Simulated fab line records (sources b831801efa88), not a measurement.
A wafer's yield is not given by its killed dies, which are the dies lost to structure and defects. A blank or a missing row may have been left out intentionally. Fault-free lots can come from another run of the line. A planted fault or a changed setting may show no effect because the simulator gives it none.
fab line records | flow gf180mcu
record lots=13 | wafers=39 | lastDay=34
route steps=602 shown M4@457 V4@480
lots that met no fault: from a run of the same line without faults
startH: hours from the record's first day to the start of the lot's first wafer shown | waitH: hours since the lot's step before | " identical to the entry in the row above | L1.1+2: a row that stands for several wafers | - no value, or no start was given | * or withheld: withheld | < > ~ a bound
route shown NAME@n: NAME is a module with steps in the file, n the number in the route of the first one | usual: mean/standard deviation taken from wafers without a fault | same: alike in all rows | chamber/n: place in a boat | sites: each site's reading | _std_site: how widely they spread, as a standard deviation | _edge_site: mean of outer sites minus mean of inner sites | radiusMm: how far each site lies from the wafer's centre | mask NAME#n: copy n | behind: the tool/chamber that last shaped the wafer | hold: what put the lot on hold/how long, in hours/how the hold closed | device: the n, p or np transistor that did not switch | end of line: the same wafers' tests at the end of the route | a step given without rows: its recipe and nothing more | killed: the dies lost at the first sort to structure and to defects; this is not the yield of the wafer | map: a wafer's dies, x killed, . not, _ none there
set.NAME: the setting as run; set.NAME@STEP: as run at that earlier step | model.NAME: the simulator's own value behind a step, which no gauge read
one table for each step of the route and one row for each wafer, over a sample of lots
services: when a tool's chamber went out of use (startH, in hours from the record's first day, below 0 if earlier), for how many hours, and the reason
## steps
# step GF_M4_SPUTTER_01
# recipe material=TiN | targetThkNm=30 | powerW=6500 | timeS=25 | chamberPressurePa=0.4
# usual throttleValvePct=30.1/1.1
lot.wafer | tool          | chamber | startH | waitH | throttleValvePct
L350.1    | pvdSputter-03 | -       | 509.90 | 0.1   | 29.8
L350.3    | "             | -       | "      | "     | 29.5
L350.4    | "             | -       | "      | "     | 29.5
L352.2    | pvdSputter-04 | -       | 534.81 | 0.1   | 28.6
L352.3    | "             | -       | "      | "     | 29.0
L352.5    | "             | -       | "      | "     | 28.9
L351.3    | pvdSputter-02 | -       | 536.71 | 0.1   | 28.8
L351.4    | "             | -       | "      | "     | 29.7
L351.6    | "             | -       | "      | "     | 29.0
L354.2    | pvdSputter-03 | -       | 553.63 | 0.1   | 29.4
L354.3    | "             | -       | "      | "     | 30.5
L354.4    | "             | -       | "      | "     | 30.7
L358.1    | pvdSputter-02 | -       | 584.17 | 0.1   | 32.5
L358.4    | "             | -       | "      | "     | 29.6
L358.6    | "             | -       | "      | "     | 32.0
L361.2    | pvdSputter-03 | -       | 607.97 | 0.1   | 29.6
L361.4    | "             | -       | "      | "     | 30.9
L361.6    | "             | -       | "      | "     | 29.6
L362.1    | pvdSputter-02 | -       | 613.60 | 0.1   | 28.9
L362.2    | "             | -       | "      | "     | 32.7
L362.4    | "             | -       | "      | "     | 29.4
L365.1    | pvdSputter-02 | -       | 636.96 | 0.1   | 32.1
L365.2    | "             | -       | "      | "     | 29.5
L365.6    | "             | -       | "      | "     | 29.3
L368.3    | pvdSputter-04 | -       | 661.64 | 0.1   | 30.9
L368.5    | "             | -       | "      | "     | 29.0
L368.6    | "             | -       | "      | "     | 30.8
L369.1    | pvdSputter-03 | -       | 670.41 | 0.1   | 29.4
L369.3    | "             | -       | "      | "     | 30.1
L369.4    | "             | -       | "      | "     | 30.6
L370.1    | pvdSputter-02 | -       | 674.45 | 0.1   | 28.8
L370.3    | "             | -       | "      | "     | 32.5
L370.6    | "             | -       | "      | "     | 28.9
L372.1    | pvdSputter-03 | -       | 679.48 | 0.1   | 29.6
L372.2    | "             | -       | "      | "     | 29.5
L372.3    | "             | -       | "      | "     | 30.5
L373.3    | pvdSputter-04 | -       | 689.88 | 0.1   | 29.3
L373.4    | "             | -       | "      | "     | 30.7
L373.5    | "             | -       | "      | "     | 30.9
# step GF_M4_CD_MEAS_14
# recipe targetCdNm=280
# usual cdNm=279.3/1.1
lot.wafer | tool     | chamber | startH | waitH | cdNm
L350.1    | cdSem-01 | -       | 532.76 | 0.1   | 279.3
L350.3    | "        | -       | "      | "     | 279.4
L350.4    | "        | -       | "      | "     | 279.5
L352.2    | cdSem-01 | -       | 557.05 | 0.1   | 279.2
L352.3    | "        | -       | "      | "     | 280.3
L352.5    | "        | -       | "      | "     | 279.9
L351.3    | cdSem-02 | -       | 559.02 | 0.1   | 280.6
L351.4    | "        | -       | "      | "     | 279.6
L351.6    | "        | -       | "      | "     | 280.9
L354.2    | cdSem-01 | -       | 575.58 | 0.1   | 280.9
L354.3    | "        | -       | "      | "     | 279.8
L354.4    | "        | -       | "      | "     | 280.1
L358.1    | cdSem-02 | -       | 605.41 | 0.1   | 277.6
L358.4    | "        | -       | "      | "     | 278.2
L358.6    | "        | -       | "      | "     | 279.5
L361.2    | cdSem-01 | -       | 628.68 | 0.2   | 281.7
L361.4    | "        | -       | "      | "     | 279.7
L361.6    | "        | -       | "      | "     | 280.8
L362.1    | cdSem-02 | -       | 634.21 | 0.1   | 279.1
L362.2    | "        | -       | "      | "     | 278.9
L362.4    | "        | -       | "      | "     | 278.7
L365.1    | cdSem-01 | -       | 656.82 | 0.1   | 279.8
L365.2    | "        | -       | "      | "     | 280.2
L365.6    | "        | -       | "      | "     | 280.1
L368.3    | cdSem-01 | -       | 680.45 | 0.1   | 279.4
L368.5    | "        | -       | "      | "     | 278.2
L368.6    | "        | -       | "      | "     | 278.8
L369.1    | cdSem-02 | -       | 689.07 | 0.1   | 278.3
L369.3    | "        | -       | "      | "     | 278.0
L369.4    | "        | -       | "      | "     | 277.2
L370.1    | cdSem-02 | -       | 693.15 | 0.1   | 279.8
L370.3    | "        | -       | "      | "     | 278.5
L370.6    | "        | -       | "      | "     | 278.4
L372.1    | cdSem-01 | -       | 698.00 | 0.1   | 279.0
L372.2    | "        | -       | "      | "     | 279.5
L372.3    | "        | -       | "      | "     | 279.0
L373.3    | cdSem-02 | -       | 708.40 | 0.1   | 279.3
L373.4    | "        | -       | "      | "     | 278.8
L373.5    | "        | -       | "      | "     | 279.0
# step GF_V4_CMP_04
# recipe material=SiO2 | downForcePsi=4 | platenRpm=60 | padVelocityMS=0.94248
# usual motorCurrentA=11.4/0.99 | timeToEndpointS=80/5.4
lot.wafer | tool   | chamber | startH | waitH | motorCurrentA | timeToEndpointS
L350.3    | cmp-01 | 2       | 533.96 | 0.0   | 13.2          | 76
L350.4    | "      | 3       | "      | "     | 13.0          | 84
L350.1    | "      | 0       | "      | "     | 11.1          | 82
L352.3    | cmp-02 | 3       | 558.24 | 0.0   | 11.1          | 86
L352.2    | "      | 2       | "      | "     | 11.0          | 82
L352.5    | "      | 3       | "      | "     | 10.6          | 97
L351.4    | cmp-01 | 3       | 560.18 | 0.0   | 12.9          | 88
L351.3    | "      | 2       | "      | "     | 12.5          | 82
L351.6    | "      | 0       | "      | "     | 10.8          | 82
L354.4    | cmp-01 | 2       | 576.72 | 0.0   | 13.2          | 81
L354.3    | "      | 3       | "      | "     | 12.4          | 87
L354.2    | "      | 0       | "      | "     | 10.7          | 75
L358.1    | cmp-02 | 3       | 606.59 | 0.1   | 10.6          | 83
L358.4    | "      | 0       | "      | "     | 10.4          | 80
L358.6    | "      | 1       | "      | "     | 10.8          | 80
L361.2    | cmp-01 | 3       | 629.92 | 0.1   | 12.1          | 83
L361.4    | "      | 0       | "      | "     | 10.4          | 113
L361.6    | "      | 1       | "      | "     | 12.3          | 88
L362.1    | cmp-02 | 1       | 635.42 | 0.1   | 10.5          | 72
L362.2    | "      | 2       | "      | "     | 11.7          | 74
L362.4    | "      | 3       | "      | "     | 10.7          | 78
L365.1    | cmp-02 | 0       | 658.03 | 0.1   | 10.8          | 76
L365.2    | "      | 3       | "      | "     | 10.9          | 74
L365.6    | "      | 0       | "      | "     | 10.3          | 79
L368.3    | cmp-02 | 2       | 681.59 | 0.1   | 11.2          | 78
L368.5    | "      | 0       | "      | "     | 10.0          | 81
L368.6    | "      | 1       | "      | "     | 10.9          | 80
L369.4    | cmp-02 | 2       | 690.15 | 0.0   | 11.6          | 81
L369.1    | "      | 3       | "      | "     | 10.4          | 78
L369.3    | "      | 1       | "      | "     | 10.7          | 75
L370.1    | cmp-02 | 0       | 694.60 | 0.4   | 10.3          | 75
L370.3    | "      | 2       | "      | "     | 11.6          | 79
L370.6    | "      | 0       | "      | "     | 10.7          | 81
L372.3    | cmp-01 | 0       | 699.12 | 0.0   | 11.1          | 81
L372.1    | "      | 1       | "      | "     | 12.4          | 69
L372.2    | "      | 3       | "      | "     | 12.5          | 75
L373.4    | cmp-01 | 0       | 709.52 | 0.1   | 10.8          | 89
L373.3    | "      | 1       | "      | "     | 12.9          | 81
L373.5    | "      | 3       | "      | "     | 12.4          | 83
# step GF_V4_OVL_MEAS_15
# usual V4_OVL=-2/4.8
lot.wafer | tool       | chamber | startH | waitH | V4_OVL[nm]
L350.1    | overlay-02 | -       | 556.98 | 0.1   | -3
L350.3    | "          | -       | "      | "     | 0
L350.4    | "          | -       | "      | "     | 5
L352.2    | overlay-01 | -       | 580.47 | 0.1   | -10
L352.3    | "          | -       | "      | "     | -4
L352.5    | "          | -       | "      | "     | -6
L351.3    | overlay-02 | -       | 582.16 | 0.1   | -5
L351.4    | "          | -       | "      | "     | 0
L351.6    | "          | -       | "      | "     | -3
L354.2    | overlay-01 | -       | 598.24 | 0.1   | -5
L354.3    | "          | -       | "      | "     | -4
L354.4    | "          | -       | "      | "     | 1
L358.1    | overlay-01 | -       | 627.63 | 0.1   | 1
L358.4    | "          | -       | "      | "     | 0
L358.6    | "          | -       | "      | "     | -4
L361.2    | overlay-02 | -       | 650.30 | 0.1   | 3
L361.4    | "          | -       | "      | "     | 4
L361.6    | "          | -       | "      | "     | -4
L362.1    | overlay-02 | -       | 656.13 | 0.1   | -6
L362.2    | "          | -       | "      | "     | -4
L362.4    | "          | -       | "      | "     | -3
L365.1    | overlay-02 | -       | 677.19 | 0.1   | -3
L365.2    | "          | -       | "      | "     | 1
L365.6    | "          | -       | "      | "     | 2
L368.3    | overlay-02 | -       | 701.01 | 0.1   | -5
L368.5    | "          | -       | "      | "     | -1
L368.6    | "          | -       | "      | "     | -3
L369.1    | overlay-02 | -       | 709.29 | 0.1   | -2
L369.3    | "          | -       | "      | "     | -4
L369.4    | "          | -       | "      | "     | 2
L370.1    | overlay-02 | -       | 713.05 | 0.1   | -5
L370.3    | "          | -       | "      | "     | -4
L370.6    | "          | -       | "      | "     | 0
L372.1    | overlay-02 | -       | 717.93 | 0.1   | -4
L372.2    | "          | -       | "      | "     | 1
L372.3    | "          | -       | "      | "     | 0
L373.3    | overlay-02 | -       | 727.21 | 0.1   | 4
L373.4    | "          | -       | "      | "     | 1
L373.5    | "          | -       | "      | "     | -4
# step GF_V4_ETCH_17
# recipe chemistry=C4F8/O2/Ar | maskMaterial=KrF | target=SiO2 | stopOn=TiN | sourceW=1500 | biasW=1200 | pressureMtorr=40 | c4f8FlowSccm=withheld | O2_flow_sccm=6 | Ar_flow_sccm=300 | timeS=withheld | targetDepthA=6300
# usual biasW=1200/3.4 | oesProductAu=0.856/0.005
lot.wafer | tool       | chamber | startH | waitH | biasW | oesProductAu
L350.1    | rieDiel-01 | 2       | -      | -     | 1201  | 0.855
L350.3    | "          | 1       | "      | "     | 1205  | 0.856
L350.4    | "          | 2       | "      | "     | 1197  | 0.853
L352.2    | rieDiel-01 | 3       | -      | -     | 1201  | 0.852
L352.3    | "          | 2       | "      | "     | 1200  | 0.861
L352.5    | "          | 0       | "      | "     | 1201  | 0.854
L351.3    | rieDiel-02 | 0       | -      | -     | 1200  | 0.845
L351.4    | "          | 2       | "      | "     | 1205  | 0.859
L351.6    | "          | 0       | "      | "     | 1204  | 0.863
L354.2    | rieDiel-02 | 0       | -      | -     | 1201  | 0.853
L354.3    | "          | 1       | "      | "     | 1203  | 0.848
L354.4    | "          | 2       | "      | "     | 1193  | 0.865
L358.1    | rieDiel-01 | 1       | -      | -     | 1196  | 0.859
L358.4    | "          | 3       | "      | "     | 1203  | 0.854
L358.6    | "          | 2       | "      | "     | 1204  | 0.855
L361.2    | rieDiel-02 | 1       | -      | -     | 1194  | 0.862
L361.4    | "          | 2       | "      | "     | 1201  | 0.915
L361.6    | "          | 0       | "      | "     | 1198  | 0.861
L362.1    | rieDiel-02 | 2       | -      | -     | 1198  | 0.859
L362.2    | "          | 0       | "      | "     | 1196  | 0.858
L362.4    | "          | 3       | "      | "     | 1200  | 0.858
L365.1    | rieDiel-02 | 3       | -      | -     | 1204  | 0.861
L365.2    | "          | 2       | "      | "     | 1203  | 0.855
L365.6    | "          | 2       | "      | "     | 1203  | 0.849
L368.3    | rieDiel-01 | 3       | -      | -     | 1200  | 0.855
L368.5    | "          | 1       | "      | "     | 1201  | 0.851
L368.6    | "          | 0       | "      | "     | 1195  | 0.862
L369.1    | rieDiel-03 | 0       | -      | -     | 1199  | 0.851
L369.3    | "          | 2       | "      | "     | 1199  | 0.854
L369.4    | "          | 1       | "      | "     | 1196  | 0.859
L370.1    | rieDiel-03 | 1       | -      | -     | 1197  | 0.853
L370.3    | "          | 3       | "      | "     | 1205  | 0.850
L370.6    | "          | 1       | "      | "     | 1200  | 0.857
L372.1    | rieDiel-01 | 1       | -      | -     | 1197  | 0.857
L372.2    | "          | 0       | "      | "     | 1195  | 0.861
L372.3    | "          | 3       | "      | "     | 1199  | 0.856
L373.3    | rieDiel-03 | 1       | -      | -     | 1202  | 0.855
L373.4    | "          | 3       | "      | "     | 1198  | 0.861
L373.5    | "          | 3       | "      | "     | 1193  | 0.851
## services
tool          | chamber | startH | hours | kind
rieDiel-01    | -       | 495.86 | 0.1   | repair
rieDiel-03    | 1       | 497.73 | 18.1  | repair
pvdSputter-04 | -       | 510.33 | 2.0   | repair
rieDiel-02    | 0       | 513.77 | 2.8   | repair
pvdSputter-02 | -       | 542.69 | 24.9  | repair
rieDiel-01    | -       | 543.99 | 0.2   | repair
cmp-02        | -       | 550.40 | 6.2   | repair
rieDiel-01    | 3       | 551.58 | 6.4   | repair
cmp-02        | -       | 576.00 | 4.0   | pm
pvdSputter-02 | -       | 597.88 | 0.5   | repair
rieDiel-02    | -       | 612.42 | 1.5   | repair
rieDiel-02    | 3       | 620.70 | 4.5   | repair
rieDiel-01    | 0       | 634.40 | 3.2   | repair
cmp-02        | -       | 644.31 | 5.6   | repair
cmp-01        | -       | 649.96 | 7.0   | pm
cmp-01        | -       | 654.46 | 4.0   | repair
cmp-02        | -       | 658.63 | 4.6   | pm
pvdSputter-02 | -       | 663.89 | 8.5   | repair
rieDiel-01    | -       | 679.32 | 2.9   | repair
rieDiel-01    | 2       | 684.54 | 10.8  | repair
cmp-01        | -       | 686.04 | 12.8  | pm
rieDiel-02    | 1       | 712.21 | 2.4   | repair
pvdSputter-03 | -       | 721.30 | 5.2   | repair
cmp-01        | -       | 726.56 | 3.0   | repair
## key
firstSign step=GF_V4_CMP_04 | reading=timeToEndpointS | direction=up | sigmas=6 | usual=* | struck=*
effect step=GF_V4_ETCH_17 | reading=oesProductAu | direction=up | sigmas=12 | usual=0.856 | struck=0.915
metAt GF_V4_CMP_04
struckLots L361
struckWafers L361.4
notActingAt GF_M4_SPUTTER_01,GF_M4_CD_MEAS_14,GF_V4_OVL_MEAS_15
onsetBetween 576.72 629.92
fault kind=processParameterDrift | tool=cmp-01 | chamber=0 | onsetH=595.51 | steps=GF_V4_CMP_04 | channel=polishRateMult | offset=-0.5 | shape=step | endH=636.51
